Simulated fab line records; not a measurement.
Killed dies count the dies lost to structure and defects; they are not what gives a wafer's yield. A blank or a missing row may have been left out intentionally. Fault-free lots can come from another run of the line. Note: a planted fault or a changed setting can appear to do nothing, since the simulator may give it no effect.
Which tool is to blame? | flow gf180mcu | Sampling: 24 lots, 72 wafers, 6 of 602 route steps

WHAT THE GAUGES READ, wafer by wafer
GF_V4_BOW_MEAS_05.
lot  | measured     | on            | V4_BOW (um)
L074 | day 23 11:08 | film-metro-04 | 136 137 139
L075 | day 23 16:44 | film-metro-02 | 139 128 142
L076 | day 24 05:01 | film-metro-04 | 140 126 134
L077 | day 24 08:04 | film-metro-04 | 133 123 119
L078 | day 24 17:47 | film-metro-03 | 135 132 131
L079 | day 25 09:44 | film-metro-03 | 128 123 123
L080 | day 25 18:38 | film-metro-03 | 141 149 134
L081 | day 26 00:20 | film-metro-04 | 135 147 130
L082 | day 26 09:02 | film-metro-02 | 113 118 121
L083 | day 26 17:28 | film-metro-03 | 151 141 130
L084 | day 26 20:01 | film-metro-03 | 138 129 133
L085 | day 27 02:40 | film-metro-04 | 137 143 135
L086 | day 27 07:29 | film-metro-02 | 128 129 125
L087 | day 27 22:20 | film-metro-04 | 127 117 125
L088 | day 28 03:22 | film-metro-03 | 137 130 136
L089 | day 28 13:58 | film-metro-02 | 146 142 148
L090 | day 28 16:28 | film-metro-04 | 129 143 132
L091 | day 28 18:17 | film-metro-03 | 129 132 126
L092 | day 29 02:26 | film-metro-04 | 135 125 137
L093 | day 29 05:15 | film-metro-02 | 127 144 131
L094 | day 29 11:35 | film-metro-03 | 148 139 143
L095 | day 29 18:29 | film-metro-03 | 124 133 130
L096 | day 30 05:05 | film-metro-02 | 128 126 126
L097 | day 30 16:42 | film-metro-02 | 121 115 105

GF_V4_THK_MEAS_25: measures by xrf.
lot  | measured     | on            | V4_W_THK (nm)
L074 | day 24 10:55 | film-metro-04 | 359 349 359
L075 | day 24 16:03 | film-metro-03 | 346 345 348
L076 | day 25 04:10 | film-metro-03 | 349 357 357
L077 | day 25 07:33 | film-metro-04 | 354 354 353
L078 | day 25 17:13 | film-metro-03 | 357 354 353
L079 | day 26 08:07 | film-metro-03 | 354 350 360
L080 | day 26 15:47 | film-metro-03 | 351 356 353
L081 | day 26 21:37 | film-metro-04 | 350 343 344
L082 | day 27 06:47 | film-metro-02 | 357 368 364
L083 | day 27 14:57 | film-metro-03 | 357 359 356
L084 | day 27 17:26 | film-metro-03 | 357 352 354
L085 | day 27 23:12 | film-metro-04 | 352 355 352
L086 | day 28 04:31 | film-metro-04 | 351 360 351
L087 | day 28 19:05 | film-metro-04 | 356 361 350
L088 | day 28 23:48 | film-metro-04 | 355 353 351
L089 | day 29 10:07 | film-metro-03 | 363 351 360
L090 | day 29 12:46 | film-metro-02 | 346 358 352
L091 | day 29 14:49 | film-metro-03 | 352 351 351
L092 | day 29 23:10 | film-metro-02 | 356 355 357
L093 | day 30 00:52 | film-metro-04 | 351 357 351
L094 | day 30 07:59 | film-metro-04 | 358 349 351
L095 | day 30 13:58 | film-metro-03 | 359 352 352
L096 | day 31 00:23 | film-metro-03 | 351 350 351
L097 | day 31 11:19 | film-metro-03 | 349 352 353

GF_V5_THK_MEAS_01.
lot  | measured     | on            | V5_CVD_00_THK (nm)
L074 | day 26 08:11 | film-metro-01 | 300.7 305.0 302.2
L075 | day 26 11:50 | film-metro-01 | 301.6 301.8 299.6
L076 | day 26 23:22 | film-metro-01 | 299.5 300.1 298.5
L077 | day 27 02:53 | film-metro-02 | 301.4 298.1 295.5
L078 | day 27 12:01 | film-metro-04 | 299.2 297.2 299.6
L079 | day 28 02:19 | film-metro-01 | 298.1 301.6 302.0
L080 | day 28 09:18 | film-metro-04 | 297.9 298.0 297.1
L081 | day 28 16:12 | film-metro-04 | 301.1 301.5 301.0
L082 | day 29 00:52 | film-metro-01 | 296.6 295.5 297.2
L083 | day 29 07:25 | film-metro-01 | 301.1 302.3 302.6
L084 | day 29 10:14 | film-metro-02 | 299.2 298.5 296.3
L085 | day 29 14:49 | film-metro-04 | 298.8 295.4 294.7
L086 | day 29 20:49 | film-metro-02 | 294.9 296.0 299.5
L087 | day 30 09:57 | film-metro-01 | 299.0 301.3 300.9
L088 | day 30 15:41 | film-metro-01 | 302.0 303.7 304.8
L089 | day 31 01:07 | film-metro-02 | 298.0 298.1 299.2
L090 | day 31 02:28 | film-metro-02 | 300.9 300.1 302.3
L091 | day 31 05:01 | film-metro-02 | 302.5 297.4 299.2
L092 | day 31 13:38 | film-metro-02 | 302.3 303.1 302.8
L093 | day 31 14:44 | film-metro-02 | 298.7 300.0 297.9
L094 | day 31 21:48 | film-metro-04 | 300.6 297.6 299.3
L095 | day 32 02:29 | film-metro-01 | 299.4 301.1 298.9
L096 | day 32 11:19 | film-metro-01 | 298.4 298.2 300.0
L097 | day 32 23:03 | film-metro-02 | 299.7 297.5 297.5

WHICH TOOL RAN EACH LOT (tool, then ch and the chambers of the sampled wafers, then the start)
lot  | GF_V4_STRIP_18                       | GF_MIM_SPUTTER_02            | GF_MIM_SPUTTER_08
L074 | plasma-asher-04 ch 0,1, day 24 10:02 | pvd-sputter-01, day 24 11:24 | pvd-sputter-04, day 24 11:38
L075 | plasma-asher-04 ch 0,1, day 24 15:11 | pvd-sputter-01, day 24 16:32 | pvd-sputter-03, day 24 16:46
L076 | plasma-asher-02 ch 1, day 25 03:17   | pvd-sputter-01, day 25 04:39 | pvd-sputter-04, day 25 04:53
L077 | plasma-asher-02 ch 0,1, day 25 06:41 | pvd-sputter-01, day 25 08:02 | pvd-sputter-03, day 25 08:16
L078 | plasma-asher-02 ch 0,1, day 25 16:20 | pvd-sputter-04, day 25 17:42 | pvd-sputter-01, day 25 17:56
L079 | plasma-asher-04 ch 0,1, day 26 07:16 | pvd-sputter-03, day 26 08:35 | pvd-sputter-01, day 26 08:49
L080 | plasma-asher-02 ch 0,1, day 26 14:55 | pvd-sputter-04, day 26 16:14 | pvd-sputter-01, day 26 16:28
L081 | plasma-asher-01 ch 0,1, day 26 20:44 | pvd-sputter-04, day 26 22:06 | pvd-sputter-01, day 26 22:20
L082 | plasma-asher-04 ch 0,1, day 27 05:53 | pvd-sputter-04, day 27 07:16 | pvd-sputter-01, day 27 07:30
L083 | plasma-asher-04 ch 0,1, day 27 14:04 | pvd-sputter-03, day 27 15:25 | pvd-sputter-04, day 27 15:38
L084 | plasma-asher-02 ch 0,1, day 27 16:32 | pvd-sputter-01, day 27 17:55 | pvd-sputter-01, day 27 18:09
L085 | plasma-asher-02 ch 0,1, day 27 22:20 | pvd-sputter-01, day 27 23:41 | pvd-sputter-03, day 27 23:55
L086 | plasma-asher-02 ch 0,1, day 28 03:40 | pvd-sputter-03, day 28 04:59 | pvd-sputter-01, day 28 05:13
L087 | plasma-asher-01 ch 0,1, day 28 18:11 | pvd-sputter-01, day 28 19:35 | pvd-sputter-01, day 28 19:49
L088 | plasma-asher-01 ch 0,1, day 28 22:56 | pvd-sputter-03, day 29 00:17 | pvd-sputter-01, day 29 00:31
L089 | plasma-asher-04 ch 0,1, day 29 09:16 | pvd-sputter-01, day 29 10:48 | pvd-sputter-03, day 29 11:02
L090 | plasma-asher-04 ch 0,1, day 29 11:55 | pvd-sputter-01, day 29 13:28 | pvd-sputter-04, day 29 13:42
L091 | plasma-asher-04 ch 0,1, day 29 13:58 | pvd-sputter-01, day 29 15:17 | pvd-sputter-03, day 29 15:31
L092 | plasma-asher-02 ch 0,1, day 29 22:17 | pvd-sputter-03, day 29 23:51 | pvd-sputter-01, day 30 00:04
L093 | plasma-asher-02 ch 0,1, day 29 23:59 | pvd-sputter-04, day 30 01:20 | pvd-sputter-03, day 30 01:34
L094 | plasma-asher-04 ch 0,1, day 30 07:07 | pvd-sputter-04, day 30 08:28 | pvd-sputter-03, day 30 08:41
L095 | plasma-asher-01 ch 0,1, day 30 13:05 | pvd-sputter-04, day 30 14:27 | pvd-sputter-01, day 30 14:41
L096 | plasma-asher-01 ch 0,1, day 30 23:31 | pvd-sputter-04, day 31 00:53 | pvd-sputter-01, day 31 01:06
L097 | plasma-asher-02 ch 1, day 31 10:26   | pvd-sputter-01, day 31 11:48 | pvd-sputter-04, day 31 12:02
- GF_V4_STRIP_18: strips in O2/N2.
- GF_MIM_SPUTTER_02: material AlCu, target thk 450 nm, time 23.9 s.
- GF_MIM_SPUTTER_08: material AlCu, target thk 200 nm, time 10.6 s.

WHAT THE TOOLS THEMSELVES READ (means of the sampled wafers that have a number; where no wafer has one, the mark that the record gives instead)
GF_V4_STRIP_18.
lot  | tool            | drypump-motor-current-A (A) | heater-power-w (W) | oes-product-au (a.u.)
L074 | plasma-asher-04 | 6.0                         | 360                | 0.590
L075 | plasma-asher-04 | 5.8                         | 329                | 0.589
L076 | plasma-asher-02 | 6.0                         | 321                | 0.593
L077 | plasma-asher-02 | 5.8                         | 329                | 0.592
L078 | plasma-asher-02 | 5.9                         | 321                | 0.591
L079 | plasma-asher-04 | 6.0                         | 359                | 0.592
L080 | plasma-asher-02 | 5.7                         | 327                | 0.591
L081 | plasma-asher-01 | 5.6                         | 347                | 0.591
L082 | plasma-asher-04 | 6.0                         | 366                | 0.596
L083 | plasma-asher-04 | 6.0                         | 366                | 0.593
L084 | plasma-asher-02 | 5.9                         | 325                | 0.591
L085 | plasma-asher-02 | 5.8                         | 329                | 0.596
L086 | plasma-asher-02 | 5.7                         | 330                | 0.592
L087 | plasma-asher-01 | 5.8                         | 323                | 0.591
L088 | plasma-asher-01 | 5.6                         | 349                | 0.591
L089 | plasma-asher-04 | 5.8                         | 335                | 0.589
L090 | plasma-asher-04 | 6.0                         | 366                | 0.593
L091 | plasma-asher-04 | 5.8                         | 336                | 0.589
L092 | plasma-asher-02 | 5.8                         | 332                | 0.594
L093 | plasma-asher-02 | 5.7                         | 329                | 0.592
L094 | plasma-asher-04 | 6.0                         | 363                | 0.593
L095 | plasma-asher-01 | 5.8                         | 321                | 0.590
L096 | plasma-asher-01 | 5.6                         | 350                | 0.591
L097 | plasma-asher-02 | 6.1                         | 319                | 0.588

GF_MIM_SPUTTER_02.
lot  | tool           | throttle-valve-pct (%)
L074 | pvd-sputter-01 | 30.0
L075 | pvd-sputter-01 | 29.8
L076 | pvd-sputter-01 | 29.9
L077 | pvd-sputter-01 | 30.9
L078 | pvd-sputter-04 | 30.3
L079 | pvd-sputter-03 | 30.2
L080 | pvd-sputter-04 | 29.8
L081 | pvd-sputter-04 | 30.1
L082 | pvd-sputter-04 | 29.8
L083 | pvd-sputter-03 | 29.5
L084 | pvd-sputter-01 | 30.3
L085 | pvd-sputter-01 | 30.9
L086 | pvd-sputter-03 | 29.2
L087 | pvd-sputter-01 | 30.5
L088 | pvd-sputter-03 | 30.2
L089 | pvd-sputter-01 | 30.4
L090 | pvd-sputter-01 | 30.6
L091 | pvd-sputter-01 | 30.0
L092 | pvd-sputter-03 | 29.5
L093 | pvd-sputter-04 | 30.1
L094 | pvd-sputter-04 | 29.7
L095 | pvd-sputter-04 | 29.7
L096 | pvd-sputter-04 | 29.9
L097 | pvd-sputter-01 | 29.6

GF_MIM_SPUTTER_08.
lot  | tool           | throttle-valve-pct (%)
L074 | pvd-sputter-04 | 29.7
L075 | pvd-sputter-03 | 29.9
L076 | pvd-sputter-04 | 29.5
L077 | pvd-sputter-03 | 29.6
L078 | pvd-sputter-01 | 30.4
L079 | pvd-sputter-01 | 30.5
L080 | pvd-sputter-01 | 29.7
L081 | pvd-sputter-01 | 29.9
L082 | pvd-sputter-01 | 30.4
L083 | pvd-sputter-04 | 30.1
L084 | pvd-sputter-01 | 30.3
L085 | pvd-sputter-03 | 29.8
L086 | pvd-sputter-01 | 30.3
L087 | pvd-sputter-01 | 30.2
L088 | pvd-sputter-01 | 30.4
L089 | pvd-sputter-03 | 30.1
L090 | pvd-sputter-04 | 30.7
L091 | pvd-sputter-03 | 29.8
L092 | pvd-sputter-01 | 29.9
L093 | pvd-sputter-03 | 30.1
L094 | pvd-sputter-03 | 29.8
L095 | pvd-sputter-01 | 29.7
L096 | pvd-sputter-01 | 30.4
L097 | pvd-sputter-04 | 29.7

THE ANSWER, worked out from the rows above alone
Rule: what is usual is taken from the lots themselves. The widest of any qualifying gaps counts: lots, ordered by their means at a reading, are off when they make up no more than a third of the lots, leave a main group of 4 or more, and stand apart from it by 3 or more times the standard deviation of that group's means. If all means in a main group match to the digits the tables above print for the reading, that group is not used. A lot without any number at a reading at which 4 lots or more have one is off too. All remaining lots with rows at the step are treated as sound. After the gauges, taken in route order, come the tools' own readings; for these a lot's mean is taken, as printed above. At the first step where some lot is off, the reading lying furthest off is the one used; lots without a number count as furthest.
No lot is off at any reading shown: from this, nothing can be told.

WHAT THE SIMULATOR HAD INSERTED
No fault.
